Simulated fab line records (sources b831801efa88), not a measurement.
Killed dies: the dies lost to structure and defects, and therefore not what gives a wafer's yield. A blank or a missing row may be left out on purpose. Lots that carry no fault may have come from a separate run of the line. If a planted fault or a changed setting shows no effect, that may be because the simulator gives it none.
A lot that was struck, set against a sound lot    flow sky130    36 steps out of a route of 708
Sound: these wafers, L997.1, L997.2, L997.5. Struck: wafers L108.4, L108.5, L108.6. The cause is given at the end.
Order at every step that has rows: each side's tool, ch and its chambers, its first start. Under that, the readings that differ: sound wafers    struck wafers    difference of the means    sigmas: that difference in standard deviations of wafers without a fault.
alike: readings with means less than 2 such deviations apart, plus words and numbers identical on both sides. not compared: withheld readings, readings lacking a value on some wafer, bounds such as >300 that could conceal the same value, and numbers that have no deviation in the record and whose values overlap.
The two part at a step that has a row with sigmas, a row that says differs or no value, or rows on one side only. Numbers that have no deviation but don't overlap get no sigmas and don't part them. Lack of a reading on every wafer of one side parts them only where that side has two or more wafers.

first, 7 steps without rows for these wafers: SKY_SONOS_TUNNEL_DEVELOP_06 (develop time 60 s); SKY_SONOS_TUNNEL_IMPLANT_09; SKY_SONOS_TUNNEL_WET_ETCH_10 (etches SiO2 in dHF, target depth 14 nm, time 280 s); SKY_SONOS_TUNNEL_STRIP_11 (strips in SPM, time 600 s); SKY_SONOS_TUNNEL_CLEAN_13 (cleans in dHF, time 20 s); SKY_SONOS_ONO_OXIDATION_00 (stabilise 600 s, purge 300 s, target thk 2.6 nm); SKY_SONOS_ONO_CVD_02 (deposits Si3N4 from DCS/NH3, target thk 10.5 nm, time 180 s).
SKY_SONOS_ONO_CVD_04: deposits SiO2 from SiH4/N2O, target thk 5.7199 nm.
  sound on lpcvd-03 ch 0, day 15 19:25; struck on lpcvd-03 ch 0, day 19 05:53
reading                                     sound              struck             difference  sigmas
model.SiO2_of_SONOS_ONO_CVD_04.thk_nm (nm)  5.985 6.002 5.942  7.502 7.503 7.522  +1.533      
SKY_SONOS_ONO_THK_MEAS_05:
  sound on film_metro-04 at day 15 20:40; struck on film_metro-04 at day 19 07:47
reading                    sound           struck          difference  sigmas
SONOS_ONO_CVD_04_THK (nm)  6.00 6.01 5.95  7.50 7.50 7.53  +1.52       +14
then, 23 steps without rows for these wafers: SKY_SONOS_ONO_DEHYDRATE_06 (time 60 s); SKY_SONOS_ONO_HMDS_07 (prime time 60 s); SKY_SONOS_ONO_COAT_08 (resist thk 1140 nm); SKY_SONOS_ONO_SOFTBAKE_09 (time 60 s); SKY_SONOS_ONO_EXPOSE_10 (exposes mask ONOM, target cd 410 nm); SKY_SONOS_ONO_PEB_11; SKY_SONOS_ONO_DEVELOP_12 (develop time 60 s); SKY_SONOS_ONO_ETCH_15 (etches the open film in CHF3/O2, target depth 19.52 nm, time 7.8 s); SKY_SONOS_ONO_WET_ETCH_16 (etches SiO2 in dHF, target depth 14 nm, time 280 s); SKY_SONOS_ONO_STRIP_17 (strips in O2/N2); SKY_SONOS_ONO_WET_ETCH_18 (etches Si3N4 in H3PO4, target depth 15 nm, time 172 s); SKY_GATE_OXIDE_CLEAN_00 (cleans in SC1/SC2, time 150 s); SKY_GATE_OXIDE_OXIDATION_01 (stabilise 600 s, purge 300 s, target thk 10.268 nm); SKY_GATE_OXIDE_DEHYDRATE_03 (time 60 s); SKY_GATE_OXIDE_HMDS_04 (prime time 60 s); SKY_GATE_OXIDE_COAT_05 (resist thk 1140 nm); SKY_GATE_OXIDE_SOFTBAKE_06 (time 60 s); SKY_GATE_OXIDE_EXPOSE_07 (exposes mask LVOM, target cd 600 nm); SKY_GATE_OXIDE_PEB_08; SKY_GATE_OXIDE_DEVELOP_09 (develop time 62.48 s); SKY_GATE_OXIDE_IMPLANT_11; SKY_GATE_OXIDE_WET_ETCH_12 (etches SiO2 in dHF, target depth 16.8 nm, time 336 s); SKY_GATE_OXIDE_STRIP_13 (strips in O2/N2).
-- a jump in the record: the struck wafers' starts before and after are 5 days apart (it breaks off in module GATE_OXIDE and resumes in module POLY_GATE, where the first step shown is number 231 of the route) --
SKY_POLY_GATE_ETCH_17: etches poly-Si in HBr/Cl2, stops on SiO2, target depth 180 nm, time 70.5 s.
  sound on rie_si-02 ch 0,2,3, day 21 04:23; struck on rie_si-01 ch 0,3, day 24 16:56
reading                                     sound              struck            difference  sigmas
model.SiO2_of_SONOS_ONO_CVD_04.thk_nm (nm)  4.441 4.462 4.397  5.96 5.954 5.974  +1.53       
  alike: bias_w, drypump_motor_current_A, mfc_cl2_sccm, oes_product_au, throttle_valve_pct
  not compared: rf_hours_counter_h
-- a jump in the record: the struck wafers' starts before and after are 12 days apart (it breaks off in module POLY_GATE and resumes in module LI_CONTACT, where the first step shown is number 376 of the route) --
SKY_LI_CONTACT_ETCH_14: etches BARC in N2/H2, stops on SiO2, time 45.9 s, target depth 60 nm.
  sound on rie_diel-02 ch 1,2, day 33 12:42; struck on rie_diel-02 ch 0,2,3, day 36 13:51
  alike: bias_w, drypump_motor_current_A, oes_product_au, throttle_valve_pct
  not compared: rf_hours_counter_h, model.LI_CONTACT.cd_nm
SKY_LI_CONTACT_ETCH_15: etches PSG in C4F8/O2/Ar, stops on Si, target depth 600 nm.
  sound on rie_diel-02 ch 1,2, day 33 12:44; struck on rie_diel-02 ch 0,2,3, day 36 13:55
  alike: bias_w, oes_product_au
  not compared: model.LI_CONTACT.cd_nm
-- a jump in the record: the struck wafers' starts before and after are 14 days apart (it breaks off in module LI_CONTACT and resumes in module PAD_OPEN, where the first step shown is number 708 of the route) --
SKY_PAD_OPEN_PROBE_99:
  sound on prober-01 at day 49 01:13; struck on prober-02 at day 51 00:34
reading                                      sound                 struck               difference  sigmas
model.etest.sonos_erased.drive_ua_um         210.3 202.7 209.7     87.61 77.12 83.17    -124.93     
model.etest.sonos_uncharged.r_on_ohm_um      798.8 797.7 807.4     870.4 866.6 875.9    +69.7       
model.etest.sonos_programmed.off_log10_a_um  -13.93 -14.14 -13.96  -8.867 -7.92 -8.698  +5.515      
model.etest.cap_ono.gate_bv_v (V)            16.48 16.78 16.65     18.23 18.44 18.28    +1.68       
model.etest.cap_ono.tox_acc_nm (nm)          12.95 13.03 12.94     14.59 14.63 14.63    +1.64       
model.etest.sonos_programmed.vt_v (V)        1.393 1.374 1.377     0.4396 0.3801 0.435  -0.9631     
model.etest.sonos_erased.vt_v (V)            -2.311 -2.318 -2.313  -1.27 -1.245 -1.237  +1.06       
model.etest.cap_ono.under_floor              0 0 0                 1 1 1                +1          
  alike: killed_at_M0_to_M3, killed_at_M4_up, killed_at_contacts, killed_at_front_end, killed_at_other, killed_dies, killed_open, killed_short

## WHERE THEY PART
Only at SKY_SONOS_ONO_THK_MEAS_05, within this record. Later steps at which nothing parts them and some readings are alike: SKY_POLY_GATE_ETCH_17, SKY_LI_CONTACT_ETCH_14, SKY_LI_CONTACT_ETCH_15, SKY_PAD_OPEN_PROBE_99.

WHY: whatever the simulator had introduced
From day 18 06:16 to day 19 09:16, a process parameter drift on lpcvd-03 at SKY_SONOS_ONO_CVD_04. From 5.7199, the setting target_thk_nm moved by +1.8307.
